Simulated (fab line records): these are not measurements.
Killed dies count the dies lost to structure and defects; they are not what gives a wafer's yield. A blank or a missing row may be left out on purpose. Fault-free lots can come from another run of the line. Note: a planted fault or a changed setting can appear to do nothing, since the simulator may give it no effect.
Struck lot and sound lot, side by side + flow sfqLine + 15 out of 325 route steps
Sound: these wafers, L182.1, L182.3, L182.5. Wafers struck: L196.2, L196.3, L196.6. The cause is named last.
Order at every step that has rows: each side's tool, ch and its chambers, its first start. Under that, the readings that differ: sound wafers + struck wafers + difference of the means + sigmas: that difference in standard deviations of wafers without a fault.
alike: same words and numbers on both sides, and readings whose means sit less than 2 such deviations apart. not compared: any withheld reading, any reading some wafer has no value for, any bound like >300 that may hide the same value, and any number with overlapping values for which the record gives no deviation.
The two part at a step that has a row with sigmas, a row that says differs or no value, or rows on one side only. Non-overlapping numbers with no deviation appear without sigmas and do not part them. A reading missing from all wafers of one side parts the sides only when that side holds two or more wafers.

first, 1 step without rows for these wafers: SFQ_TRILAYER_M2_STRIP_SOLV_CLEAN_062 (cleans in NMP, time 600 s).
SFQ_TRILAYER_I2_DEP_PECVD_063: deposits SiO2 from SiH4/N2O, time 111.11 s, target thk 500 nm.
  sound on pecvd-02 ch 0,1,2, day 20 16:04; struck on pecvd-02 ch 1,2, day 25 17:55
  alike: heaterPowerW, throttleValvePct
SFQ_TRILAYER_I2_CMP_CMP_064: polishes SiO2.
  sound on cmp-01 ch 1,2, day 20 16:48; struck on cmp-02 ch 0,3, day 25 23:04
  alike: motorCurrentA, retainingRingPressureFrac, timeToEndpointS
SFQ_I2_BOW_MEAS_917:
  sound on filmMetro-04 at day 20 19:48; struck on filmMetro-04 at day 26 02:05
| reading     | sound   | struck     | difference | sigmas |
|-------------|---------|------------|------------|--------|
| I2_BOW (um) | 13 12 6 | -3 -14 -16 | -21        | -2     |
SFQ_TRILAYER_I2_METRO_MEASURE_065:
  sound on filmMetro-04 at day 20 19:55; struck on filmMetro-04 at day 26 02:23
  alike: thkNm
then, 6 steps without rows for these wafers: SFQ_TRILAYER_I2_VIA_LITHO_COAT_072 (resist thk 62 nm); SFQ_TRILAYER_I2_VIA_LITHO_COAT_067 (resist thk 650 nm); SFQ_TRILAYER_I2_VIA_LITHO_SOFTBAKE_071; SFQ_TRILAYER_I2_VIA_LITHO_EXPOSE_068 (exposes mask I2, target cd 500 nm); SFQ_TRILAYER_I2_VIA_LITHO_PEB_070 (peb time 60 s); SFQ_TRILAYER_I2_VIA_LITHO_DEVELOP_069 (time 60 s).
-- the record jumps here: 3 days lie between the struck wafers' starts before and after --
SFQ_I2_OVL_MEAS_918:
  sound on overlay-02 at day 23 12:40; struck on overlay-02 at day 29 08:50
  alike: I2_OVL
SFQ_TRILAYER_I2_VIA_BARC_OPEN_VIA_ETCH_096: etches BARC in O2, target depth 125 nm, time 41.7 s.
  sound on rieDiel-01 ch 0,1,3, day 23 12:41; struck on rieDiel-01 ch 0,1,3, day 29 08:52
| reading                                                | sound             | struck            | difference | sigmas |
|--------------------------------------------------------|-------------------|-------------------|------------|--------|
| oesProductAu (a.u.)                                    | 0.686 0.682 0.678 | 0.891 0.893 0.889 | +0.209     | +45    |
| runLengthS (s)                                         | 69.9 69.9 69.3    | 58.3 58.6 58.5    | -11.2      | -23    |
| model.KrF_of_TRILAYER_I2_VIA_LITHO_COAT_067.thkNm (nm) | 573.1 576.5 575.9 | 588.4 585.8 589   | +12.6      |        |
  alike: drypumpMotorCurrentA
  not compared: rfHoursCounterH
SFQ_TRILAYER_I2_VIA_ETCH_VIA_ETCH_070: etches SiO2 in CHF3, stops on Nb, target depth 260 nm.
  sound on rieDiel-01 ch 0,1,3, day 23 12:44; struck on rieDiel-01 ch 0,1,3, day 29 08:55
| reading                                                | sound           | struck            | difference | sigmas |
|--------------------------------------------------------|-----------------|-------------------|------------|--------|
| model.KrF_of_TRILAYER_I2_VIA_LITHO_COAT_067.thkNm (nm) | 526.7 533 532.1 | 543.9 539.7 545.5 | +12.4      |        |
  alike: drypumpMotorCurrentA, oesProductAu
SFQ_TRILAYER_I2_VIA_STRIP_STRIP_071: strips in O2.
  sound on rieMetal-01 ch 0,1, day 23 12:50; struck on rieMetal-03 ch 1, day 29 09:01
| reading         | sound             | struck            | difference | sigmas |
|-----------------|-------------------|-------------------|------------|--------|
| platenTempC (C) | 40.28 40.07 40.21 | 39.99 39.95 39.97 | -0.22      | -2     |
  alike: drypumpMotorCurrentA, oesProductAu
  not compared: rfHoursCounterH

== WHERE THEY PART ==
Earliest at SFQ_I2_BOW_MEAS_917; latest, in this record, at SFQ_TRILAYER_I2_VIA_STRIP_STRIP_071.

WHY: whatever the simulator had introduced
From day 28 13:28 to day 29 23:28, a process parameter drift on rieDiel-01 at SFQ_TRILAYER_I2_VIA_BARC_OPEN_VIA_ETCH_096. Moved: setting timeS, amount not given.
